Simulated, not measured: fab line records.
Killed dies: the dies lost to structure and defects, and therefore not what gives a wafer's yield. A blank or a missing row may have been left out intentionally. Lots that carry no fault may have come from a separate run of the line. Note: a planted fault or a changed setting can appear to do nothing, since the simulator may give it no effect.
fab line records	flow sky130
record lots=6	wafers=18	last_day=50
route steps=708 shown VIA1@482 METAL2@483 PAD_OPEN@708
lots that met no fault: taken from a fault-free run of the same line
start_h: the number of hours between the record's first day and the start of the first shown wafer of the lot	wait_h: hours since the lot's step before	" as in the row above	L1.1+2: a single row standing in for several wafers	- either no value or no given start	* or withheld: withheld	< > ~ a bound
route shown NAME@n: names a module that has steps shown in the file, with the first one's number in the route	usual: average and standard deviation across the fault-free wafers	same: alike in all rows	chamber/n: place in a boat	sites: readings site by site	_std_site: the standard deviation of these	_edge_site: mean of outer sites minus mean of inner sites	radius_mm: for every site, how far away it sits from the centre of the wafer	mask NAME#n: copy n	behind: the most recent tool/chamber to have shaped the wafer	hold: reason for holding the lot/hours on hold/outcome of the hold	device: the n, p or np transistor that did not switch	end of line: at the end of the route, the tests of the same wafers	step lacking rows: just its recipe	killed: dies lost to structure and defects at the first sort, not the wafer's yield	map: a wafer's dies, x killed, . not, _ none there
set.NAME: the setting the step ran with; set.NAME@STEP: the setting that earlier step ran with	model.NAME: the simulator's own value behind a step, which no gauge read
certain route steps with their lots: each step a table, each wafer a row
services: the hour from which a tool's chamber was out of use, counted from the record's first day as start_h (under 0 if before that day), plus the number of hours and why
## steps
# step SKY_VIA1_CMP_24
# recipe stop_on=SiO2	t_overpolish_s=15	down_force_psi=3.5	platen_rpm=60	target_thk_nm=0	pad_velocity_m_s=0.94248
# usual motor_current_A=10.9/1.2	overpolish_run_s=15.000/0.0089	slurry_filter_dp_kPa=13.48/0.16	slurry_flow_ml_min=150.0/0.46	time_to_endpoint_s=65.6/2.4
lot.wafer	tool	chamber	start_h	wait_h	motor_current_A	overpolish_run_s	slurry_filter_dp_kPa	slurry_flow_ml_min	time_to_endpoint_s
L876.3	cmp-02	1	796.69	0.0	11.8	15.008	13.36	150.1	68.6
L876.4	"	2	"	"	10.5	14.991	13.43	150.4	65.2
L876.2	"	3	"	"	12.8	14.998	13.68	148.8	62.9
L884.3	cmp-02	1	860.11	0.0	11.6	14.995	13.63	149.4	69.3
L884.6	"	1	"	"	12.3	14.989	13.25	149.7	66.3
L884.5	"	2	"	"	10.5	15.007	13.54	149.7	67.0
L892.1	cmp-02	3	918.77	0.1	13.3	14.999	13.39	150.0	62.6
L892.2	"	0	"	"	10.2	14.997	13.21	149.5	61.7
L892.4	"	1	"	"	12.6	15.006	13.70	149.7	63.8
L894.4	cmp-01	2	930.72	0.0	9.5	15.010	13.53	149.9	63.4
L894.1	"	0	"	"	10.3	15.005	13.47	149.2	63.6
L894.2	"	1	"	"	11.0	15.005	13.51	150.2	61.2
L895.2	cmp-02	0	935.47	0.2	9.9	15.011	13.43	149.9	68.1
L895.6	"	1	"	"	12.3	15.002	13.41	150.3	68.5
L895.5	"	2	"	"	10.2	15.007	13.57	150.4	70.2
L899.2	cmp-01	2	955.95	0.1	10.0	15.012	13.51	150.2	63.6
L899.1	"	0	"	"	10.9	15.003	13.58	149.6	64.2
L899.5	"	2	"	"	9.9	15.007	13.30	150.5	64.0
# step SKY_METAL2_SPUTTER_00
# recipe material=Ti	target_thk_nm=15	power_w=3000	time_s=10	chamber_pressure_pa=0.4
# usual throttle_valve_pct=30.7/1.2
lot.wafer	tool	chamber	start_h	wait_h	throttle_valve_pct
L876.2	pvd_sputter-04	-	796.99	0.1	30.9
L876.3	"	-	"	"	30.3
L876.4	"	-	"	"	29.3
L884.3	pvd_sputter-03	-	860.41	0.2	31.1
L884.5	"	-	"	"	29.6
L884.6	"	-	"	"	33.0
L892.1	pvd_sputter-04	-	919.07	0.2	30.2
L892.2	"	-	"	"	30.9
L892.4	"	-	"	"	30.7
L894.1	pvd_sputter-03	-	931.02	0.1	31.4
L894.2	"	-	"	"	29.3
L894.4	"	-	"	"	33.2
L895.2	pvd_sputter-04	-	935.62	0.1	30.9
L895.5	"	-	"	"	30.2
L895.6	"	-	"	"	30.9
L899.1	pvd_sputter-03	-	956.20	0.1	29.3
L899.2	"	-	"	"	30.9
L899.5	"	-	"	"	33.1
# step SKY_METAL2_SPUTTER_01
# recipe material=TiN	target_thk_nm=20	power_w=6500	time_s=16.7	chamber_pressure_pa=0.4
# usual throttle_valve_pct=30.7/1.2
lot.wafer	tool	chamber	start_h	wait_h	throttle_valve_pct
L876.2	pvd_sputter-04	-	797.01	0.0	30.6
L876.3	"	-	"	"	30.5
L876.4	"	-	"	"	29.1
L884.3	pvd_sputter-03	-	860.43	0.0	30.9
L884.5	"	-	"	"	29.5
L884.6	"	-	"	"	33.3
L892.1	pvd_sputter-04	-	919.09	0.0	30.2
L892.2	"	-	"	"	31.0
L892.4	"	-	"	"	30.9
L894.1	pvd_sputter-03	-	931.04	0.0	31.1
L894.2	"	-	"	"	29.6
L894.4	"	-	"	"	33.0
L895.2	pvd_sputter-04	-	935.64	0.0	30.9
L895.5	"	-	"	"	30.4
L895.6	"	-	"	"	31.0
L899.1	pvd_sputter-03	-	956.22	0.0	29.2
L899.2	"	-	"	"	31.0
L899.5	"	-	"	"	33.0
# step SKY_METAL2_SPUTTER_02
# recipe material=AlCu	target_thk_nm=250	power_w=10600	time_s=13.3	chamber_pressure_pa=0.4
# step SKY_METAL2_SPUTTER_03
# recipe material=Ti	target_thk_nm=5	power_w=3000	time_s=3.3	chamber_pressure_pa=0.4
# usual throttle_valve_pct=30.7/1.2
lot.wafer	tool	chamber	start_h	wait_h	throttle_valve_pct
L876.2	pvd_sputter-04	-	797.06	0.0	30.9
L876.3	"	-	"	"	30.3
L876.4	"	-	"	"	29.0
L884.3	pvd_sputter-03	-	860.48	0.0	31.0
L884.5	"	-	"	"	29.8
L884.6	"	-	"	"	33.2
L892.1	pvd_sputter-04	-	919.14	0.0	30.2
L892.2	"	-	"	"	31.3
L892.4	"	-	"	"	30.6
L894.1	pvd_sputter-03	-	931.09	0.0	31.2
L894.2	"	-	"	"	29.3
L894.4	"	-	"	"	33.0
L895.2	pvd_sputter-04	-	935.69	0.0	30.6
L895.5	"	-	"	"	30.4
L895.6	"	-	"	"	31.2
L899.1	pvd_sputter-03	-	956.27	0.0	29.6
L899.2	"	-	"	"	31.1
L899.5	"	-	"	"	33.2
# step SKY_METAL2_SPUTTER_04
# recipe material=TiN	target_thk_nm=70	power_w=6500	time_s=58.3	chamber_pressure_pa=0.4
# usual throttle_valve_pct=30.7/1.2
lot.wafer	tool	chamber	start_h	wait_h	throttle_valve_pct
L876.2	pvd_sputter-04	-	797.08	0.0	31.0
L876.3	"	-	"	"	30.3
L876.4	"	-	"	"	29.0
L884.3	pvd_sputter-03	-	860.50	0.0	31.3
L884.5	"	-	"	"	29.6
L884.6	"	-	"	"	33.2
L892.1	pvd_sputter-04	-	919.16	0.0	30.4
L892.2	"	-	"	"	31.2
L892.4	"	-	"	"	30.4
L894.1	pvd_sputter-03	-	931.11	0.0	31.0
L894.2	"	-	"	"	29.7
L894.4	"	-	"	"	33.1
L895.2	pvd_sputter-04	-	935.71	0.0	30.5
L895.5	"	-	"	"	30.5
L895.6	"	-	"	"	30.9
L899.1	pvd_sputter-03	-	956.29	0.0	29.3
L899.2	"	-	"	"	30.9
L899.5	"	-	"	"	33.2
# step SKY_METAL2_RS_MEAS_05
# recipe thk_meas_gauge=four-point-probe	reads=TiN_of_METAL2_SPUTTER_04+Ti_of_METAL2_SPUTTER_03+AlCu_of_METAL2_SPUTTER_02+TiN_of_METAL2_SPUTTER_01+Ti_of_METAL2_SPUTTER_00
# usual METAL2_ALCU_RS=0.1267/0.0013
lot.wafer	tool	chamber	start_h	wait_h	METAL2_ALCU_RS[ohm/sq]
L876.2	film_metro-02	-	797.15	0.0	0.1282
L876.3	"	-	"	"	0.1283
L876.4	"	-	"	"	0.1257
L884.3	film_metro-04	-	860.59	0.1	0.1285
L884.5	"	-	"	"	0.1247
L884.6	"	-	"	"	0.1254
L892.1	film_metro-03	-	919.21	0.0	0.1266
L892.2	"	-	"	"	0.1271
L892.4	"	-	"	"	0.1259
L894.1	film_metro-03	-	931.16	0.0	0.1275
L894.2	"	-	"	"	0.1262
L894.4	"	-	"	"	0.1259
L895.2	film_metro-02	-	935.78	0.0	0.1255
L895.5	"	-	"	"	0.1261
L895.6	"	-	"	"	0.1260
L899.1	film_metro-04	-	956.34	0.0	0.1300
L899.2	"	-	"	"	0.1302
L899.5	"	-	"	"	0.1286
# step SKY_METAL2_THK_MEAS_06
# recipe thk_meas_gauge=xrf	reads=AlCu_of_METAL2_SPUTTER_02
# usual METAL2_ALCU_THK=248/3.2
lot.wafer	tool	chamber	start_h	wait_h	METAL2_ALCU_THK[nm]
L876.2	film_metro-02	-	797.26	0.1	245
L876.3	"	-	"	"	244
L876.4	"	-	"	"	249
L884.3	film_metro-04	-	860.69	0.1	243
L884.5	"	-	"	"	250
L884.6	"	-	"	"	249
L892.1	film_metro-03	-	919.33	0.1	250
L892.2	"	-	"	"	248
L892.4	"	-	"	"	250
L894.1	film_metro-03	-	931.28	0.1	247
L894.2	"	-	"	"	250
L894.4	"	-	"	"	250
L895.2	film_metro-02	-	935.89	0.1	247
L895.5	"	-	"	"	247
L895.6	"	-	"	"	245
L899.1	film_metro-04	-	956.46	0.1	241
L899.2	"	-	"	"	240
L899.5	"	-	"	"	244
# step SKY_METAL2_DEHYDRATE_07
# recipe temp_c=200	time_s=60
# step SKY_METAL2_HMDS_08
# recipe prime_time_s=60	prime_temp_c=120
# step SKY_METAL2_COAT_09
# recipe resist=BARC	temp_c=withheld	time_s=withheld	spin_rpm=3000	resist_thk_nm=60
# step SKY_METAL2_COAT_10
# recipe resist=KrF-thick	spin_rpm=3000	resist_thk_nm=450
# step SKY_METAL2_SOFTBAKE_11
# recipe temp_c=99.35	time_s=90	resist=KrF-thick
# usual heater_power_total_W=56.84/0.12	run_length_s=119.18/0.12
lot.wafer	tool	chamber	start_h	wait_h	heater_power_total_W	run_length_s
L876.2	litho_track-02	0	810	-	56.66	119.39
L876.3	"	0	"	"	56.94	119.22
L876.4	"	0	"	"	56.74	119.38
L884.3	litho_track-02	0	872	-	56.74	119.15
L884.5	"	0	"	"	56.69	119.24
L884.6	"	0	873	-	56.74	119.28
L892.1	litho_track-02	0	931	-	58.21	113.24
L892.2	"	0	"	"	58.12	113.16
L892.4	"	0	"	"	58.21	113.13
L894.1	litho_track-02	0	943	-	57.95	113.27
L894.2	"	0	"	"	58.30	113.29
L894.4	"	0	"	"	58.05	113.13
L895.2	litho_track-01	0	948	-	57.01	119.23
L895.5	"	0	"	"	56.96	119.16
L895.6	"	0	"	"	56.81	119.07
L899.1	litho_track-01	0	968	-	56.72	119.36
L899.2	"	0	"	"	56.80	119.04
L899.5	"	0	"	"	57.03	119.32
# step SKY_METAL2_EXPOSE_12
# recipe mask_id=MM2	na=0.8	source_shape=annular	sigma_inner=0.55	sigma_outer=0.85	target_cd_nm=140	dose_mj=28
# step SKY_PAD_OPEN_PROBE_99
# usual defect_limited_yield=82.3/1.9	killed_at_M0_to_M3=44/7.4	killed_at_M4_up=3.2/1.8	killed_at_contacts=25/5.2	killed_at_front_end=15/4.5	killed_at_other=0.2/0.43	killed_dies=87/9.6	killed_open=48/7.6	killed_short=40/5.7	sort_bin_3_pad_short=0.9/0.45	sort_bin_5_function=10.5/1.5	sort_bin_6_memory=6.3/1.2	sort_n_pass=405/9.6	sort_yield_pct=82.3/1.9
# same gross_dies=492	killed_at_back_side=0	sort_bin_4_leakage[%]=0	sort_bin_8_speed[%]=0
lot.wafer	tool	chamber	start_h	wait_h	defect_limited_yield[%]	killed_at_M0_to_M3	killed_at_M4_up	killed_at_contacts	killed_at_front_end	killed_at_other	killed_dies	killed_open	killed_short	sort_bin_3_pad_short[%]	sort_bin_5_function[%]	sort_bin_6_memory[%]	sort_n_pass	sort_yield_pct[%]
L876.2	prober-01	-	1077.28	0.1	83.3	40	6	15	21	0	82	46	36	0.6	10.0	6.1	410	83.3
L876.3	prober-01	-	1077.33	0.2	82.9	41	3	24	15	1	84	43	41	0.6	12.2	4.3	408	82.9
L876.4	prober-01	-	1077.38	0.2	81.1	55	6	21	11	0	93	59	34	1.0	10.8	7.1	399	81.1
L884.3	prober-01	-	1125.43	0.2	84.6	27	1	29	19	0	76	41	35	0.6	9.3	5.5	416	84.6
L884.5	prober-01	-	1125.53	0.2	81.9	41	6	18	24	0	89	50	39	0.8	9.8	7.5	403	81.9
L884.6	prober-01	-	1125.58	0.2	82.3	45	4	11	27	0	87	46	41	1.2	11.8	4.7	405	82.3
L892.1	prober-01	-	1171.08	0.1	84.1	48	6	15	9	0	78	40	38	1.0	8.3	6.5	414	84.1
L892.2	prober-01	-	1171.13	0.1	80.5	52	4	30	10	0	96	52	44	1.0	11.8	6.7	396	80.5
L892.4	prober-01	-	1171.23	0.2	85.0	37	6	19	12	0	74	37	37	1.6	8.1	5.3	418	85.0
L894.1	prober-01	-	1179.35	0.1	81.7	53	4	24	9	0	90	44	46	0.8	11.4	6.1	402	81.7
L894.2	prober-01	-	1179.40	0.1	76.4	62	5	37	12	0	116	64	52	1.8	15.9	5.9	376	76.4
L894.4	prober-01	-	1179.50	0.2	77.4	67	4	27	13	0	111	62	49	1.4	13.6	7.5	381	77.4
L895.2	prober-02	-	1180.56	0.1	82.1	40	1	28	18	1	88	53	35	0.2	11.8	5.9	404	82.1
L895.5	prober-02	-	1180.71	0.2	84.1	37	1	29	11	0	78	39	39	1.2	9.6	5.1	414	84.1
L895.6	prober-02	-	1180.76	0.2	84.1	46	3	18	11	0	78	39	39	0.6	10.4	4.9	414	84.1
L899.1	prober-02	-	1195.98	0.1	80.3	58	1	23	15	0	97	49	48	1.4	12.0	6.3	395	80.3
L899.2	prober-02	-	1196.03	0.1	83.7	46	1	18	15	0	80	46	34	0.6	9.3	6.3	412	83.7
L899.5	prober-02	-	1196.18	0.2	82.9	47	4	23	10	0	84	47	37	0.2	10.8	6.1	408	82.9
# killed by level:class
L876.2 VIA1:geometric_particle:open=9 VIA2:geometric_particle:open=8 LI_CONTACT:geometric_particle:open=6 METAL1:geometric_particle:short=6 POLY_GATE:geometric_particle:open=5 CONTACT:geometric_particle:open=4 POLY_GATE:geometric_particle:short=4 METAL2:geometric_particle:short=4
L876.3 CONTACT:geometric_particle:open=9 VIA2:geometric_particle:open=8 VIA1:geometric_particle:open=7 METAL2:geometric_particle:short=6 FIELD_ISO:geometric_particle:open=5 VIA3:geometric_particle:open=5 CONTACT:geometric_particle:short=5 FIELD_ISO:geometric_particle:short=4
L876.4 VIA1:geometric_particle:open=13 VIA3:geometric_particle:open=11 VIA2:geometric_particle:open=9 LI_CONTACT:geometric_particle:open=7 CONTACT:geometric_particle:open=7 VIA1:geometric_particle:short=6 POLY_GATE:geometric_particle:short=4 METAL3:geometric_particle:short=4
L884.3 CONTACT:geometric_particle:open=10 VIA1:geometric_particle:open=8 CONTACT:geometric_particle:short=7 LI_CONTACT:geometric_particle:open=6 FIELD_ISO:geometric_particle:short=5 POLY_GATE:geometric_particle:open=5 METAL3:geometric_particle:short=5 POLY_GATE:geometric_particle:short=4
L884.5 VIA1:geometric_particle:open=10 CONTACT:geometric_particle:open=9 VIA2:geometric_particle:open=8 POLY_GATE:geometric_particle:open=7 POLY_GATE:geometric_particle:short=7 METAL2:geometric_particle:short=4 VIA3:geometric_particle:short=4 LOCAL_INTERCONNECT:geometric_particle:short=3
L884.6 VIA1:geometric_particle:open=10 POLY_GATE:geometric_particle:short=8 METAL2:geometric_particle:short=7 FIELD_ISO:geometric_particle:open=6 POLY_GATE:geometric_particle:open=6 LI_CONTACT:geometric_particle:open=5 METAL3:geometric_particle:short=5 VIA3:geometric_particle:open=5
L892.1 VIA1:geometric_particle:open=13 VIA3:geometric_particle:open=8 VIA3:geometric_particle:short=6 METAL1:geometric_particle:short=5 LI_CONTACT:geometric_particle:open=4 LOCAL_INTERCONNECT:geometric_particle:short=4 VIA2:geometric_particle:open=4 VIA1:geometric_particle:short=4
L892.2 CONTACT:geometric_particle:open=12 VIA1:geometric_particle:open=10 VIA1:geometric_particle:short=9 VIA3:geometric_particle:open=8 LI_CONTACT:geometric_particle:open=7 VIA2:geometric_particle:open=6 LOCAL_INTERCONNECT:geometric_particle:short=5 CONTACT:geometric_particle:short=5
L892.4 LI_CONTACT:geometric_particle:open=7 VIA3:geometric_particle:open=7 VIA1:geometric_particle:open=7 METAL2:geometric_particle:short=6 VIA2:geometric_particle:open=5 POLY_GATE:geometric_particle:short=4 LOCAL_INTERCONNECT:geometric_particle:short=4 CONTACT:geometric_particle:open=4
L894.1 CONTACT:geometric_particle:open=11 METAL1:geometric_particle:short=10 VIA1:geometric_particle:open=8 VIA3:geometric_particle:open=7 LOCAL_INTERCONNECT:geometric_particle:short=5 METAL2:geometric_particle:short=5 VIA2:geometric_particle:short=5 LI_CONTACT:geometric_particle:open=4
L894.2 VIA1:geometric_particle:open=13 VIA2:geometric_particle:open=11 VIA1:geometric_particle:short=10 VIA3:geometric_particle:open=9 LOCAL_INTERCONNECT:geometric_particle:short=8 CONTACT:geometric_particle:open=8 LI_CONTACT:geometric_particle:open=7 LOCAL_INTERCONNECT:geometric_particle:open=5
L894.4 VIA1:geometric_particle:open=17 CONTACT:geometric_particle:open=10 VIA3:geometric_particle:short=10 METAL2:geometric_particle:short=9 LI_CONTACT:geometric_particle:open=8 VIA2:geometric_particle:open=8 VIA3:geometric_particle:open=7 LOCAL_INTERCONNECT:geometric_particle:short=6
L895.2 CONTACT:geometric_particle:open=10 VIA1:geometric_particle:short=9 VIA1:geometric_particle:open=8 LI_CONTACT:geometric_particle:open=7 LOCAL_INTERCONNECT:geometric_particle:short=6 VIA3:geometric_particle:open=6 POLY_GATE:geometric_particle:open=5 VIA2:geometric_particle:open=5
L895.5 CONTACT:geometric_particle:open=8 VIA1:geometric_particle:open=8 FIELD_ISO:geometric_particle:short=6 CONTACT:geometric_particle:short=6 LI_CONTACT:geometric_particle:open=6 LI_CONTACT:geometric_particle:short=5 METAL1:geometric_particle:short=5 VIA1:geometric_particle:short=4
L895.6 VIA1:geometric_particle:open=13 VIA3:geometric_particle:open=11 CONTACT:geometric_particle:open=6 POLY_GATE:geometric_particle:short=5 VIA3:geometric_particle:short=4 LI_CONTACT:geometric_particle:short=4 LI_CONTACT:geometric_particle:open=4 METAL3:geometric_particle:short=4
L899.1 VIA1:geometric_particle:open=12 METAL1:geometric_particle:short=9 LI_CONTACT:geometric_particle:open=7 VIA2:geometric_particle:open=7 VIA3:geometric_particle:open=7 CONTACT:geometric_particle:open=5 VIA1:geometric_particle:short=5 METAL2:geometric_particle:short=5
L899.2 VIA1:geometric_particle:open=10 VIA3:geometric_particle:open=6 CONTACT:geometric_particle:open=6 METAL1:geometric_particle:short=6 VIA1:geometric_particle:short=6 LI_CONTACT:geometric_particle:open=5 METAL3:geometric_particle:short=5 FIELD_ISO:geometric_particle:open=4
L899.5 VIA1:geometric_particle:open=14 CONTACT:geometric_particle:open=10 METAL2:geometric_particle:short=7 VIA2:geometric_particle:short=6 VIA3:geometric_particle:open=6 LOCAL_INTERCONNECT:geometric_particle:short=5 METAL3:geometric_particle:short=4 FIELD_ISO:geometric_particle:open=3
## services
tool	chamber	start_h	hours	kind
pvd_sputter-03	-	775.04	1.3	repair
cmp-02	-	810.78	4.0	pm
cmp-02	-	814.78	-	consumable_replace:conditioner
cmp-02	-	814.78	-	consumable_replace:pad
cmp-02	-	820.42	0.6	repair
pvd_sputter-03	-	879.64	4.4	repair
pvd_sputter-03	-	883.67	0.6	repair
cmp-01	-	909.97	4.5	pm
cmp-01	-	914.47	4.0	pm
cmp-01	-	918.47	-	consumable_replace:conditioner
cmp-01	-	918.47	-	consumable_replace:pad
cmp-01	-	921.49	1.1	repair
cmp-02	-	960.90	3.4	repair
cmp-01	-	966.32	6.6	pm
## key
first_sign step=SKY_METAL2_SOFTBAKE_11	reading=run_length_s	direction=down	sigmas=50	usual=*	struck=*
effect step=SKY_METAL2_SOFTBAKE_11	reading=heater_power_total_W	direction=up	sigmas=11	usual=*	struck=*
met_at SKY_METAL2_SOFTBAKE_11
struck_wafers L892.1,L892.2,L892.4,L894.1,L894.2,L894.4
onset_between 872 931
fault kind=process_parameter_drift	tool=litho_track-02	chamber=-	onset_h=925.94	steps=SKY_METAL2_SOFTBAKE_11	channel=time_s	offset=*	shape=step	end_h=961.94	acts_in=*	stated=*
